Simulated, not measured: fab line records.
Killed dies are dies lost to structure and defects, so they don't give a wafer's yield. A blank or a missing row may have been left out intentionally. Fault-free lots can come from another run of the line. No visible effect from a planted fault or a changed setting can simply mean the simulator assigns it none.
A single fault, viewed from 2 desks -- flow sky130 -- what lay behind the numbers comes last; until then each desk has only its own

AT THE TOOL OWNER'S DESK: pvd sputter-02
The tool's own readings at SKY_METAL3_SPUTTER_01 (material TiN, target thk 20 nm, time 16.7 s): means of the sampled wafers that have a number, for each lot that ran on this tool. Marked OUT: a lot whose mean sits more than 4 standard deviations from the usual mean, which makes it out of limits; the brackets give that distance.
Columns: A = chamber pressure pa at SKY_METAL3_SPUTTER_01, usual 0.4000 Pa; B = throttle valve pct at SKY_METAL3_SPUTTER_01, usual 30.1 %
lot,first seen here,A,B
L278,day 36 01:28,0.4006,29.9
L282,day 38 03:14,0.4001,29.4
L291,day 40 09:10,0.3736 (-35) OUT,30.5
L294,day 41 15:16,0.3741 (-35) OUT,30.5
This desk's verdict: out of limits on L291, L294, starting with L291 at day 40 09:10 (chamber pressure pa at SKY_METAL3_SPUTTER_01). Within limits: L278, L282.

THE METROLOGY DESK
What the gauges read, lot by lot, whatever tool the lot ran on: means of the sampled wafers that have a number. Marked OUT: a lot whose mean sits more than 4 standard deviations from the usual mean, which makes it out of limits; the brackets give that distance.
Columns: A = METAL2_OVL at SKY_METAL2_OVL_MEAS_16, usual 6 nm
lot,first seen here,A
L277,day 34 07:43,1
L278,day 34 20:12,8
L279,day 35 04:53,11
L281,day 36 07:20,8
L282,day 36 21:26,5
L283,day 37 02:43,9
L284,day 37 05:50,2
L291,day 39 05:58,6
L293,day 40 12:16,2
L294,day 40 12:16,3
L299,day 42 07:26,11
L298,day 42 07:47,11
L300,day 42 12:32,3
This desk's finding: nothing out of limits on any of the 13 lots.

BROUGHT TOGETHER
At day 40 09:10, on L291, L294, the tool owner's desk was in a position to raise an alarm.
Metrology desk: nothing out of limits seen.
The metrology desk holds a record of L291, L294, inside its limits.
All the named lots went through SKY_METAL3_SPUTTER_01 on pvd sputter-02.

WHAT HAD BEEN PUT IN BY THE SIMULATOR
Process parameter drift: pvd sputter-02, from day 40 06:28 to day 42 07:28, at SKY_METAL3_SPUTTER_01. A move of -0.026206 in setting chamber pressure pa, from 0.4. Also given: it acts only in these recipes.
Shown lots that were struck: L291, L294.
Time in hours from fault onset to the first out-of-limits reading at each desk: the tool owner's desk, 3.
